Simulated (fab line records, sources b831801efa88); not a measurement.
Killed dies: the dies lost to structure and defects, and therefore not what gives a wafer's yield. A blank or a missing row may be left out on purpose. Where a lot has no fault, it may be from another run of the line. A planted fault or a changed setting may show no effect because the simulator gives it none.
A struck lot beside a sound one ; flow sky130 ; 26 steps out of a route of 708
Sound: the wafers L997.3, L997.4, L997.5. Struck: wafer L103.4 (L103.3, L103.6, from the same lot, were not struck and are left out); the cause is given at the end.
Per side, at each step with rows, come the tool, then ch with its chambers, and then its first start. Under that, the readings that differ: sound wafers ; struck wafers ; difference of the means ; sigmas: that difference in standard deviations of wafers without a fault.
alike: readings with means less than 2 such deviations apart, plus words and numbers identical on both sides. not compared: withheld readings, readings lacking a value on some wafer, bounds such as >300 that could conceal the same value, and numbers that have no deviation in the record and whose values overlap.
A row with sigmas, a row that says differs or no value, or rows on one side alone: a step with any of these is where the two part. Numbers that don't overlap but have no deviation are shown without sigmas and don't part them. A reading missing from all wafers of one side parts the sides only when that side holds two or more wafers.

first, 8 steps without rows for these wafers: SKY_FIELD_ISO_DEHYDRATE_05 (time 60 s); SKY_FIELD_ISO_HMDS_06 (prime time 60 s); SKY_FIELD_ISO_COAT_07 (resist thk 60 nm); SKY_FIELD_ISO_COAT_08 (resist thk 450 nm); SKY_FIELD_ISO_SOFTBAKE_09 (time 90 s); SKY_FIELD_ISO_EXPOSE_10 (exposes mask FOM, target cd 150 nm); SKY_FIELD_ISO_PEB_11; SKY_FIELD_ISO_DEVELOP_12 (develop time 60 s).
SKY_FIELD_ISO_CD_MEAS_13: target cd 150 nm.
  sound: cdSem-01 at day 4 08:24; struck: cdSem-01 at day 5 15:52
  alike: cdNm
SKY_FIELD_ISO_ETCH_14: etches BARC in N2/H2, stops on SiO2, time 45.9 s, target depth 60 nm.
  sound on rieDiel-01 ch 0,1, day 4 08:29; struck on rieDiel-04 ch 2, day 5 15:56
reading;sound;struck;difference;sigmas
throttleValvePct (%);13.228 13.233 13.225;13.210;-0.019;-2
  alike: drypumpMotorCurrentA, oesProductAu
  not compared: rfHoursCounterH
SKY_FIELD_ISO_ETCH_15: etches the open film in CHF3/O2, stops on Si, target depth 180 nm, time 72 s.
  sound on rieDiel-01 ch 0,1, day 4 08:31; struck on rieDiel-04 ch 2, day 5 15:59
  alike: drypumpMotorCurrentA, oesProductAu, throttleValvePct
  not compared: rfHoursCounterH
SKY_FIELD_ISO_STRIP_16: strips in O2/N2.
  sound on plasmaAsher-03 ch 0,1, day 4 08:37; struck on plasmaAsher-02 ch 1, day 5 16:05
  alike: drypumpMotorCurrentA, oesProductAu, stripTimeToEndpointS
  not compared: rfHoursCounterH
SKY_FIELD_ISO_ETCH_17: etches Si in HBr/Cl2/O2, target depth 342 nm, time 97.7 s.
  sound on rieSi-01 ch 2,3, day 4 08:41; struck on rieSi-01 ch 2, day 5 16:08
reading;sound;struck;difference;sigmas
oesProductAu (a.u.);0.996 1.013 1.024;0.852;-0.159;-12
throttleValvePct (%);25.642 25.647 25.635;25.747;+0.106;+9
model.FIELD_ISO.featureDepthNm (nm);342.9 346.1 351.2;265.9;-80.8;
model.etch.depthNm (nm);342.9 346.1 351.2;265.9;-80.8;
model.Si3N4_of_FIELD_ISO_CVD_03.thkNm (nm);148.9 148.7 150.1;152;+3;
  alike: drypumpMotorCurrentA
  not compared: rfHoursCounterH
then, 5 steps without rows for these wafers: SKY_FIELD_ISO_WET_ETCH_18 (etches Si3N4 in H3PO4, target depth 25 nm, time 286 s); SKY_FIELD_ISO_CLEAN_19 (cleans in SC1/SC2, time 150 s); SKY_FIELD_ISO_CLEAN_20 (cleans in dHF, time 20 s); SKY_FIELD_ISO_WET_ETCH_21 (etches SiO2 in dHF, target depth 20 nm, time 400 s); SKY_FIELD_ISO_OXIDATION_22 (stabilise 600 s, purge 300 s, target thk 10 nm).
SKY_FIELD_ISO_THK_MEAS_23:
  sound: filmMetro-01 at day 4 11:37; struck: filmMetro-01 at day 5 18:52
  alike: FIELD_ISO_OXIDATION_01_THK
then, 1 step without rows for these wafers: SKY_FIELD_ISO_CVD_24 (deposits SiO2, target thk 595 nm, time 99.2 s).
SKY_FIELD_ISO_THK_MEAS_25:
  sound: filmMetro-03 at day 4 11:44; struck: filmMetro-01 at day 5 19:01
reading;sound;struck;difference;sigmas
FIELD_ISO_CVD_24_THK (nm);601 597 602;584;-16;-3
then, 1 step without rows for these wafers: SKY_FIELD_ISO_ANNEAL_26 (time 1800 s).
SKY_FIELD_ISO_CMP_27: polishes, stops on Si3N4, t overpolish 16 s, target thk 457.8 nm.
  sound on cmp-01 ch 0,1,3, day 4 13:20; struck on cmp-02 ch 2, day 5 21:39
reading;sound;struck;difference;sigmas
timeToEndpointS (s);110 116 113;122;+9;+2
  alike: motorCurrentA, overpolishRunS
SKY_FIELD_ISO_WET_ETCH_28: etches SiO2 in dHF, target depth 23.7 nm, time 47 s.
  sound on wetBench-03 ch 3, day 4 13:35; struck on wetBench-01 ch 3, day 5 21:54
reading;sound;struck;difference;sigmas
bathHeatDutyPct (%);6.6 7.2 6.8;4.9;-2.0;-2
model.Si3N4_of_FIELD_ISO_CVD_03.thkNm (nm);117.6 117.5 118.9;120;+2;
then, 1 step without rows for these wafers: SKY_FIELD_ISO_WET_ETCH_29 (etches Si3N4 in H3PO4, target depth 160 nm, time 1825 s).
-- the record jumps here: 44 days lie between the struck wafers' starts before and after (it left off in module FIELD_ISO and takes up again in module PAD_OPEN, whose first step shown is number 708 of the route) --
SKY_PAD_OPEN_PROBE_99:
  sound: prober-01 at day 48 10:32; struck: prober-01 at day 49 16:04
reading;sound;struck;difference;sigmas
model.etest.res_p_drift_20v.lineOhmUm;1.212e+04 1.246e+04 1.315e+04;8886;-3691;
model.etest.res_p_drift_20v.rsOhmSq;9963 1.043e+04 1.081e+04;7315;-3086;
model.etest.pfet_16v.rOnOhmUm;1.494e+04 1.506e+04 1.534e+04;1.296e+04;-2.153e+03;
model.etest.resIsoPwell.rsOhmSq;2852 2943 3084;2124;-836;
model.etest.resIsoPwell.lineOhmUm;1073 1121 1182;799.2;-326.1;
model.etest.resNwell.lineOhmUm;1135 1167 1180;938.1;-222.6;
model.etest.resNwell.rsOhmSq;954.3 970.6 994;775;-198;
model.etest.pfet_16v.driveUaUm;245 246 243;268.1;+23.4;
  alike: killed_at_M0_to_M3, killed_at_M4_up, killedAtContacts, killedAtFrontEnd, killedAtOther, killedDies, killedOpen, killedShort

WHERE THEY PART
First at SKY_FIELD_ISO_ETCH_14; last, within this record, at SKY_FIELD_ISO_WET_ETCH_28. Later steps at which nothing parts them and some readings are alike: SKY_PAD_OPEN_PROBE_99.

WHY: what had been put in by the simulator
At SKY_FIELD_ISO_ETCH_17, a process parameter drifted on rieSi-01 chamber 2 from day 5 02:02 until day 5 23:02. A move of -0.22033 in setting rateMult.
